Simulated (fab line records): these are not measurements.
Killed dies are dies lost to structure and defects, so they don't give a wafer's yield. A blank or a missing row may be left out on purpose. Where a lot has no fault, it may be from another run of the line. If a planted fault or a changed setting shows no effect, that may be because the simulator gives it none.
A single fault, viewed from 2 desks / flow sfq-line / each desk has only its own numbers; what lay behind them comes last

## DESK OF THE TOOL OWNER: rie-diel-03
The tool's own readings at SFQ_TRILAYER_I4_VIA_BARC_OPEN_VIA_ETCH_146 (etches BARC in O2, target depth 125 nm, time 41.7 s): means of the sampled wafers that have a number, for each lot that ran on this tool. A lot is out of limits, marked OUT, if its mean lies more than 4 standard deviations from the usual mean; the brackets give that distance.
Columns: A = drypump-motor-current-A at SFQ_TRILAYER_I4_VIA_BARC_OPEN_VIA_ETCH_146, usual 5.8 A; B = oes-product-au at SFQ_TRILAYER_I4_VIA_BARC_OPEN_VIA_ETCH_146, usual 0.686 a.u.
lot=L741; first seen here=day 52 02:36; A=5.2; B=0.683
lot=L754; first seen here=day 56 21:46; A=5.8; B=0.687
lot=L756; first seen here=day 57 07:22; A=5.8; B=0.685
This desk's verdict: no lot among the 3 shows anything out of limits.

## FROM THE METROLOGY DESK
What the gauges read for every lot (on any tool): the sampled wafers with a number, averaged. A lot is out of limits, marked OUT, if its mean lies more than 4 standard deviations from the usual mean; the brackets give that distance.
Columns: A = I4_BOW at SFQ_I4_BOW_MEAS_927, usual 2 um; B = I4_OVL at SFQ_I4_OVL_MEAS_928, usual 1 nm
lot=L740; first seen here=day 46 07:42; A=6; B=-1
lot=L741; first seen here=day 46 13:43; A=-2; B=-6
lot=L754; first seen here=day 51 05:48; A=8; B=-3
lot=L755; first seen here=day 51 11:49; A=6; B=-2
lot=L756; first seen here=day 51 14:57; A=0; B=6
lot=L759; first seen here=day 53 00:30; A=11; B=8
This desk's verdict: no lot among the 6 shows anything out of limits.

## BROUGHT TOGETHER
The tool owner's desk saw nothing out of limits.
Metrology desk: nothing out of limits seen.

## WHAT THE SIMULATOR PUT IN
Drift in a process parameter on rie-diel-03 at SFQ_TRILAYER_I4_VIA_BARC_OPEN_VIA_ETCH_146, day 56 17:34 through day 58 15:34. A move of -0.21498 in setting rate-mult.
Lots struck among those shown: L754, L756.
